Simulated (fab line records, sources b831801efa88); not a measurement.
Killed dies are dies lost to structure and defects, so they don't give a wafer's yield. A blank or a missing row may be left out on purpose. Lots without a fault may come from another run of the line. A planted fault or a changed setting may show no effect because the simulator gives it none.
Chamber matching | flow gf180mcu | GF_V3_CVD_02 on pecvd-03: 3 sister chambers
The step deposits SiO2 from TEOS, target thk 850 nm, time 94.851 s. 14 wafers are shown with their chamber, then 7 later ones without.

WAFERS WITH THEIR CHAMBER
wafer  | chamber | heater_power_w (W) | run_length_s (s)
L355.3 | 2       | 769                | 123.0
L355.4 | 2       | 785                | 123.6
L355.5 | 1       | 760                | 122.6
L356.1 | 2       | 788                | 122.9
L356.2 | 0       | 667                | 121.9
L356.6 | 0       | 714                | 122.3
L359.2 | 0       | 658                | 122.3
L359.4 | 0       | 711                | 122.4
L359.5 | 1       | 589                | 123.5
L360.1 | 0       | 662                | 122.6
L360.2 | 1       | 642                | 122.8
L360.3 | 2       | 780                | 122.9
L362.4 | 1       | 648                | 122.8
L362.5 | 2       | 769                | 123.1

SIGNATURES (means of the wafers above)
reading        | chamber 0 | chamber 1 | chamber 2 | scatter within a chamber
heater_power_w | 682.40    | 659.75    | 778.20    | 41.4
run_length_s   | 122.300   | 122.925   | 123.100   | 0.312
Rule: a wafer's distance from a chamber is the root of the sum, over the readings, of the square of ((its reading less the chamber's mean) divided by the reading's scatter). The wafer belongs to the nearest chamber; if the next one is less than 2 further off, it can't be placed. The scatter: the root of (the sum of the squares of (reading less its chamber's mean) over the shown wafers, divided by (wafers less chambers)).

WAFERS WITHOUT THEIR CHAMBER
wafer  | heater_power_w (W) | run_length_s (s)
L362.6 | 733                | 122.0
L366.1 | 698                | 122.1
L366.3 | 675                | 123.1
L366.4 | 741                | 122.3
L374.4 | 647                | 122.9
L376.1 | 728                | 123.3
L376.6 | 713                | 122.0

WHICH CHAMBER EACH WENT THROUGH
wafer  | from the rows above          | in truth
L362.6 | can't be placed: 0 or 1      | 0
L366.1 | 0                            | 0
L366.3 | can't be placed: 1 or 2 or 0 | 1
L366.4 | can't be placed: 0 or 2 or 1 | 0
L374.4 | can't be placed: 1 or 0      | 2
L376.1 | can't be placed: 2 or 1      | 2
L376.6 | 0                            | 0
Placed correctly: 2 of 7. Can't be placed from these rows: 5 (the true chamber is among the candidates in 4). Placed wrongly: 0.
